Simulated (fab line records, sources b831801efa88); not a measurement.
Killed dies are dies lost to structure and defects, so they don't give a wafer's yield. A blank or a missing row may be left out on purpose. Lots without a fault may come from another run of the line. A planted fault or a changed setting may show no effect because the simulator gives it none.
A struck lot beside a sound one | flow sfq_line | 21 steps out of a route of 325
Sound: wafers L468.1, L468.2, L468.5. Struck: wafers L470.1, L470.2, L470.5. The cause comes at the end.
At each step with rows: each side's tool, then ch and its chambers, then its first start. Under that, the readings that differ: sound wafers | struck wafers | difference of the means | sigmas: that difference in standard deviations of wafers without a fault.
alike: readings whose means differ by less than 2 such deviations, and words and numbers that are the same on both sides. not compared: withheld readings, readings that some wafer has no value for, bounds like >300 that may hide the same value, and numbers for which the record gives no deviation and whose values overlap.
The two part at a step that has a row with sigmas, a row that says differs or no value, or rows on one side only. Numbers that don't overlap but have no deviation are shown without sigmas and don't part them. A reading that every wafer of one side lacks parts them only if that side has two wafers or more.

SFQ_TRILAYER_A5C_DEP_PECVD_142: deposits SiO2 from SiH4/N2O, time 15.556 s, target thk 70 nm.
  sound on pecvd-03 ch 1,2, day 63 05:47; struck on pecvd-02 ch 0,2, day 64 00:38
  alike: chamber_pressure_Torr, heater_power_w, showerhead_vpp_V, throttle_valve_pct
then, 6 steps without rows for these wafers: SFQ_TRILAYER_I5_LITHO_COAT_149 (resist thk 62 nm); SFQ_TRILAYER_I5_LITHO_COAT_144 (resist thk 650 nm); SFQ_TRILAYER_I5_LITHO_SOFTBAKE_148; SFQ_TRILAYER_I5_LITHO_EXPOSE_145 (exposes mask I5, target cd 700 nm); SFQ_TRILAYER_I5_LITHO_PEB_147 (peb time 60 s); SFQ_TRILAYER_I5_LITHO_DEVELOP_146 (time 60 s).
SFQ_I5_OVL_MEAS_936:
  sound on overlay-02, day 63 08:03; struck on overlay-01, day 64 04:53
  reading     | sound    | struck | difference | sigmas
  I5_OVL (nm) | 11 14 12 | -1 1 2 | -12        | -2
SFQ_TRILAYER_I5_BARC_OPEN_VIA_ETCH_200: etches BARC in O2, target depth 125 nm, time 41.7 s.
  sound on rie_diel-02 ch 0,2, day 63 08:05; struck on rie_diel-04 ch 0,3, day 64 04:56
  alike: chamber_pressure_mTorr, drypump_motor_current_A, oes_product_au
  not compared: rf_hours_counter_h
SFQ_TRILAYER_I5_ETCH_VIA_ETCH_147: etches the open film in CHF3, stops on Nb, target depth 360 nm.
  sound on rie_diel-02 ch 0,2, day 63 08:08; struck on rie_diel-04 ch 0,3, day 64 04:58
  alike: chamber_pressure_mTorr, drypump_motor_current_A, oes_product_au
SFQ_TRILAYER_I5_STRIP_STRIP_148: strips in O2.
  sound on rie_metal-04 ch 0,1, day 63 08:17; struck on rie_metal-03 ch 1, day 64 05:07
  reading                     | sound             | struck            | difference | sigmas
  drypump_motor_current_A (A) | 6.2 6.2 6.2       | 5.3 5.2 5.2       | -1.0       | -2
  oes_product_au (a.u.)       | 1.010 1.017 1.000 | 0.988 0.991 0.984 | -0.021     | -2
  alike: chamber_pressure_mTorr
  not compared: rf_hours_counter_h
then, 1 step without rows for these wafers: SFQ_TRILAYER_I5_STRIP_SOLV_CLEAN_149 (cleans in NMP, time 600 s).
SFQ_TRILAYER_C5_LITHO_COAT_156: resist thk 62 nm.
  sound on litho_track-04 ch 0, day 63 09:03; struck on litho_track-03 ch 0, day 64 06:31
  reading                                              | sound                | struck               | difference | sigmas
  spin_speed_rpm (rpm)                                 | 2999.0 2997.2 2997.0 | 2955.2 2956.0 2954.5 | -42.5      | -22
  model.BARC_of_TRILAYER_C5_LITHO_COAT_156.thk_nm (nm) | 61.99 61.88 61.83    | 62.39 62.38 62.41    | +0.49      |
then, 5 steps without rows for these wafers: SFQ_TRILAYER_C5_LITHO_COAT_151 (resist thk 650 nm); SFQ_TRILAYER_C5_LITHO_SOFTBAKE_155; SFQ_TRILAYER_C5_LITHO_EXPOSE_152 (exposes mask C5, target cd 500 nm); SFQ_TRILAYER_C5_LITHO_PEB_154 (peb time 60 s); SFQ_TRILAYER_C5_LITHO_DEVELOP_153 (time 60 s).
-- the record jumps here: 4 days lie between the struck wafers' starts before and after --
SFQ_C5_OVL_MEAS_937:
  sound on overlay-02, day 68 08:11; struck on overlay-01, day 68 14:26
  alike: C5_OVL
SFQ_TRILAYER_C5_BARC_OPEN_VIA_ETCH_210: etches BARC in O2, target depth 125 nm, time 41.7 s.
  sound on rie_diel-01 ch 0,1,2, day 68 08:13; struck on rie_diel-01 ch 0,1,3, day 68 14:28
  reading                  | sound             | struck            | difference | sigmas
  model.etch.depth_nm (nm) | 61.99 61.88 61.83 | 62.39 62.38 62.41 | +0.49      |
  alike: chamber_pressure_mTorr, drypump_motor_current_A, oes_product_au
  not compared: rf_hours_counter_h
SFQ_TRILAYER_C5_ETCH_VIA_ETCH_154: etches SiO2 in CHF3, stops on Nb, target depth 84 nm.
  sound on rie_diel-01 ch 0,1,2, day 68 08:16; struck on rie_diel-01 ch 0,1,3, day 68 14:31
  alike: chamber_pressure_mTorr, drypump_motor_current_A, oes_product_au

WHERE THEY PART
First at SFQ_I5_OVL_MEAS_936; last, within this record, at SFQ_TRILAYER_C5_LITHO_COAT_156. Later steps at which nothing parts them and some readings are alike: SFQ_C5_OVL_MEAS_937, SFQ_TRILAYER_C5_BARC_OPEN_VIA_ETCH_210, SFQ_TRILAYER_C5_ETCH_VIA_ETCH_154.

WHY: what the simulator had put in
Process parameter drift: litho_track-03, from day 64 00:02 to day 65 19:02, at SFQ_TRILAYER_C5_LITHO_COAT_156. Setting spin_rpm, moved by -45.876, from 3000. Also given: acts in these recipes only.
